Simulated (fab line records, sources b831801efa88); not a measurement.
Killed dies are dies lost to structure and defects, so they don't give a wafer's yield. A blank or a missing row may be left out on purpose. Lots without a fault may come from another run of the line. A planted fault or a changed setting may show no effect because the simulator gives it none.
Which tool did it? | flow sfq_line | 14 lots, 42 wafers sampled, at 2 steps of a route of 325

WHAT THE GAUGES READ, wafer by wafer
The record holds no reading of a measuring or inspecting step that can be judged against a usual standard deviation.

WHICH TOOL RAN EACH LOT (tool, then ch and the chambers of the sampled wafers, then the start)
lot  | SFQ_TRILAYER_I2_DEP_PECVD_063   | SFQ_TRILAYER_I2_CMP_CMP_064
L704 | pecvd-04 ch 0,1,2, day 32 16:15 | cmp-02 ch 0,1,2, day 32 22:19
L705 | pecvd-03 ch 0,1, day 33 03:03   | cmp-02 ch 2,3, day 33 10:06
L706 | pecvd-02 ch 0,1, day 33 05:27   | cmp-02 ch 1,2,3, day 33 12:36
L707 | pecvd-03 ch 0,1,2, day 33 09:05 | cmp-02 ch 1,2,3, day 33 17:06
L708 | pecvd-04 ch 0,1, day 33 10:15   | cmp-01 ch 0,1, day 33 18:31
L711 | pecvd-04 ch 0,1, day 34 04:13   | cmp-01 ch 0,1,3, day 34 13:31
L712 | pecvd-03 ch 0,1, day 34 09:06   | cmp-02 ch 0,1,3, day 34 16:06
L715 | pecvd-03 ch 0,1,2, day 36 06:42 | cmp-02 ch 1,2,3, day 36 15:36
L717 | pecvd-03 ch 0,2, day 37 06:49   | cmp-02 ch 0,1,2, day 37 15:36
L720 | pecvd-02 ch 0,2, day 38 00:49   | cmp-02 ch 0,2, day 38 15:36
L721 | pecvd-04 ch 0,1,2, day 38 09:13 | cmp-01 ch 0,1, day 38 21:59
L722 | pecvd-03 ch 0,1,2, day 38 12:49 | cmp-02 ch 0,1,2, day 39 00:36
L725 | pecvd-04 ch 0,1,2, day 39 09:46 | cmp-02 ch 0,1,3, day 40 06:36
L727 | pecvd-02 ch 0,2, day 40 18:53   | cmp-02 ch 1,2, day 41 13:34
- SFQ_TRILAYER_I2_DEP_PECVD_063: deposits SiO2 from SiH4/N2O, time 111.11 s, target thk 500 nm.
- SFQ_TRILAYER_I2_CMP_CMP_064: polishes SiO2.

WHAT THE TOOLS THEMSELVES READ (means of the sampled wafers that have a number; where no wafer has one, the mark that the record gives instead)
SFQ_TRILAYER_I2_DEP_PECVD_063.
lot  | tool     | chamber_pressure_Torr (Torr) | heater_power_outer_w (W) | heater_power_w (W) | run_length_s (s) | throttle_valve_pct (%)
L704 | pecvd-04 | 2.398                        | 30                       | 81                 | 138.7            | 23.7
L705 | pecvd-03 | 2.400                        | 32                       | 88                 | 139.0            | 25.5
L706 | pecvd-02 | 2.402                        | 35                       | 86                 | 138.4            | 26.1
L707 | pecvd-03 | 2.396                        | 30                       | 85                 | 139.3            | 24.6
L708 | pecvd-04 | 2.405                        | 28                       | 71                 | 138.8            | 24.0
L711 | pecvd-04 | 2.394                        | 26                       | 68                 | 139.1            | 24.0
L712 | pecvd-03 | 2.400                        | 28                       | 83                 | 138.9            | 25.1
L715 | pecvd-03 | 2.402                        | 34                       | 90                 | 138.6            | 24.8
L717 | pecvd-03 | 2.401                        | 31                       | 85                 | 131.1            | 24.7
L720 | pecvd-02 | 2.395                        | 30                       | 79                 | 139.3            | 25.4
L721 | pecvd-04 | 2.400                        | 23                       | 73                 | 138.9            | 24.0
L722 | pecvd-03 | 2.401                        | 30                       | 83                 | 131.2            | 24.9
L725 | pecvd-04 | 2.401                        | 28                       | 78                 | 138.8            | 24.2
L727 | pecvd-02 | 2.392                        | 27                       | 79                 | 139.1            | 25.9

SFQ_TRILAYER_I2_CMP_CMP_064.
lot  | tool   | edge_zone_pressure_frac | motor_current_A (A) | time_to_endpoint_s (s)
L704 | cmp-02 | 0.998                   | 10.5                | 216
L705 | cmp-02 | 1.000                   | 11.2                | 221
L706 | cmp-02 | 0.999                   | 10.7                | 217
L707 | cmp-02 | 0.998                   | 10.8                | 220
L708 | cmp-01 | 1.004                   | 10.4                | 225
L711 | cmp-01 | 0.999                   | 11.2                | 224
L712 | cmp-02 | 1.003                   | 10.9                | 218
L715 | cmp-02 | 0.995                   | 10.9                | 224
L717 | cmp-02 | 0.999                   | 10.7                | 186
L720 | cmp-02 | 1.003                   | 11.1                | 223
L721 | cmp-01 | 0.997                   | 11.4                | 230
L722 | cmp-02 | 1.000                   | 10.4                | 189
L725 | cmp-02 | 0.999                   | 10.7                | 215
L727 | cmp-02 | 1.000                   | 10.2                | 211

THE ANSWER, worked out from the rows above alone
Rule: what is usual is taken from the lots themselves. Put in order of their means at a reading, lots are off if they are a third of the lots or fewer, leave a main group of 4 or more, and stand apart from it by a gap of 3 or more times the standard deviation of the main group's means; of several such gaps the widest counts. A main group whose means are all the same, to the digits that the tables above print for the reading, isn't used. A lot without any number at a reading at which 4 lots or more have one is off too. The other lots that the step has rows for count as sound. The gauges are gone through in route order, then the tools' own readings, and for those a lot's mean is taken as printed above. The first step at which some lot is off is used, and at that step the reading that is off furthest; a lot without a number counts as furthest.
Off: L717, L722, at SFQ_TRILAYER_I2_DEP_PECVD_063 (run_length_s). The main group: mean 138.9 s, standard deviation 0.26.
A tool fits if, at that step or a process step before it, it ran every lot that is off, and no sound lot after the first of them. One fits: pecvd-03 at SFQ_TRILAYER_I2_DEP_PECVD_063. Its last sound lot is L715 (day 36 06:42), its first lot that is off L717 (day 37 06:49): a fault that began between those two fits.
The tool's own readings at SFQ_TRILAYER_I2_DEP_PECVD_063 bear it out: on the lots that are off they differ by more than 5 times the standard deviation of the sound lots' means. run_length_s reads 131.1 s there against 138.9 s on the sound lots.

WHAT THE SIMULATOR HAD PUT IN
Process parameter drift: pecvd-03, from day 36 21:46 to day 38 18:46, at SFQ_TRILAYER_I2_DEP_PECVD_063. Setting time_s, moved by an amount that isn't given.
Lots struck among those shown: L717, L722. The rule above found the same.
